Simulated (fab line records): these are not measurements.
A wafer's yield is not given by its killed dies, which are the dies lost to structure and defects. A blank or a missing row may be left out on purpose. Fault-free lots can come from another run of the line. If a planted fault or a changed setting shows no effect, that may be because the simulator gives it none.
Code-filled problem report in 8D (eight disciplines) form | flow sky130 | the parts of the form that need people (team, actions taken, sign-off) are left out

== 1. WHAT WENT WRONG ==
Wafers without a fault read 3999.9 W, standard deviation 0.67; cathodeDcPowerW at SKY_VIA3_SPUTTER_20 reads a mean of 4259.9 W on 9 wafers belonging to 3 lots. That is +99 or more standard deviations from the usual mean.
The step: material TiN, target thk 20 nm, time 80 s.
First observed at day 44 18:38: wafer L869.2, on pvdSputter-02. Wafers with a number at this step in the record: 39, from 13 lots. Rule for "out", or "out of limits": more than 4 standard deviations from the usual mean. The other wafers with a number count as sound.

== 2. WHAT THIS IS AND IS NOT ==
question                    | is                     | is not
which readings at this step | cathodeDcPowerW        | throttleValvePct
which lots                  | L869, L870, L872       | L852, L853, L854, L856, L857, L860, L863, L864, L871, L875
which wafers of those lots  | all that have a number | -
read on which tools         | pvdSputter-02          | pvdSputter-01, pvdSputter-04
when                        | from day 44 18:38      | up to then (24 sound wafers); but 6 sound wafers of L871, L875 came after

== 3. SUSPECTS, AND WHAT RULES EACH OUT ==
Counting: any tool at a process step up to the reading is kept as a suspect provided that every lot that is out went through it and no sound lot did after the first of them.
- pvdSputter-02 at SKY_VIA3_SPUTTER_20 (material TiN, target thk 20 nm, time 80 s): kept. It ran every lot that is out, first L869 (day 44 18:38), and no sound lot after that; its last sound lot up to then is L864 (day 43 13:36). Out on those wafers are its own readings of cathodeDcPowerW.
The count leaves pvdSputter-02 at SKY_VIA3_SPUTTER_20.

== 4. THE CAUSE (what the simulator had put in) ==
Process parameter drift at SKY_VIA3_SPUTTER_20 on pvdSputter-02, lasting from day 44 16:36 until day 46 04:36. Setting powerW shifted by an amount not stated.
This tool alone remained once counting was done.

== 5. THE EFFECT CHAIN, in route order ==
Each row: a reading whose mean over the struck wafers that have a number lies more than 3 standard deviations from the usual. Only readings whose record carries a usual standard deviation are examined. hours: median over the lots of the time between each lot's start at the first step of this table that gives one and its start at this step. sigmas: the change, counted in usual standard deviations.
hours | step                | reading         | usual    | on struck wafers | change | sigmas
0     | SKY_VIA3_SPUTTER_20 | cathodeDcPowerW | 3999.9 W | 4259.9           | +260.0 | +99 or more
Here are the process steps it includes:
- SKY_VIA3_SPUTTER_20: material TiN, target thk 20 nm, time 80 s.
At these later measuring or inspecting steps, every struck wafer for which the step has a row has a number for every such reading, and none has moved that far: SKY_VIA3_RS_MEAS_22, SKY_CAP2M_OVL_MEAS_12.

== 6. HOW IT WOULD HAVE BEEN CAUGHT EARLIER ==
In this record no reading fell out of limits until day 44 18:38, 2 hours after the fault had begun at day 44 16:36.
